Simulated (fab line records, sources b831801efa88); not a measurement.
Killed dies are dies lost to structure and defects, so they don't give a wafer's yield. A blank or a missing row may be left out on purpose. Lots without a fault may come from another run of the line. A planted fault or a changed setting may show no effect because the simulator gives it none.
One fault seen from 2 desks | flow sky130 | each desk has only its own numbers; what lay behind them comes last

THE METROLOGY DESK
What the gauges read, lot by lot, whatever tool the lot ran on: means of the sampled wafers that have a number. A lot is out of limits, marked OUT, if its mean lies more than 4 standard deviations from the usual mean; the brackets give that distance.
Columns: A = VIA4_BOW at SKY_VIA4_BOW_MEAS_03, usual 82 um
lot  | first seen here | A
L994 | day 42 18:13    | 86
L995 | day 43 00:40    | 80
L996 | day 43 03:13    | 82
L998 | day 43 23:43    | 97
L100 | day 44 11:03    | 90
L102 | day 45 02:22    | 60
L103 | day 45 08:37    | 86
L104 | day 45 20:44    | 91
L106 | day 45 22:10    | 80
L105 | day 46 01:31    | 81
L109 | day 46 16:50    | 89
L114 | day 47 17:30    | 80
This desk's finding: nothing out of limits on any of the 12 lots.

THE TOOL OWNER'S DESK: pvd_sputter-01
The tool's own readings at SKY_METAL5_SPUTTER_02 (material AlCu, target thk 1150 nm, time 61.2 s): means of the sampled wafers that have a number, for each lot that ran on this tool. A lot is out of limits, marked OUT, if its mean lies more than 4 standard deviations from the usual mean; the brackets give that distance.
Columns: A = chamber_pressure_pa at SKY_METAL5_SPUTTER_02, usual 0.3999 Pa; B = throttle_valve_pct at SKY_METAL5_SPUTTER_02, usual 30.6 %
lot  | first seen here | A                | B
L100 | day 45 10:04    | 0.4001           | 30.9
L102 | day 46 00:55    | 0.4002           | 30.8
L103 | day 46 06:56    | 0.4009           | 30.3
L106 | day 46 19:49    | 0.4309 (+39) OUT | 29.0
L105 | day 46 23:22    | 0.4320 (+40) OUT | 29.0
This desk's finding: out of limits on L105, L106; first on L106, day 46 19:49 (chamber_pressure_pa at SKY_METAL5_SPUTTER_02). In limits: L100, L102, L103.

PUT TOGETHER
The tool owner's desk could have raised an alarm at day 46 19:49, on L105, L106.
The metrology desk saw nothing out of limits.
The metrology desk has L105, L106 on record, within its limits.
Of the lots named, all ran SKY_METAL5_SPUTTER_02 on pvd_sputter-01.

WHAT THE SIMULATOR HAD PUT IN
Process parameter drift: pvd_sputter-01, from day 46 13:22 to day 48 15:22, at SKY_METAL5_SPUTTER_02. Setting chamber_pressure_pa, moved by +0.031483, from 0.4. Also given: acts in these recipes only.
Lots struck among those shown: L105, L106.
Hours from the fault's start to each desk's first reading out of limits: the tool owner's desk, 6.
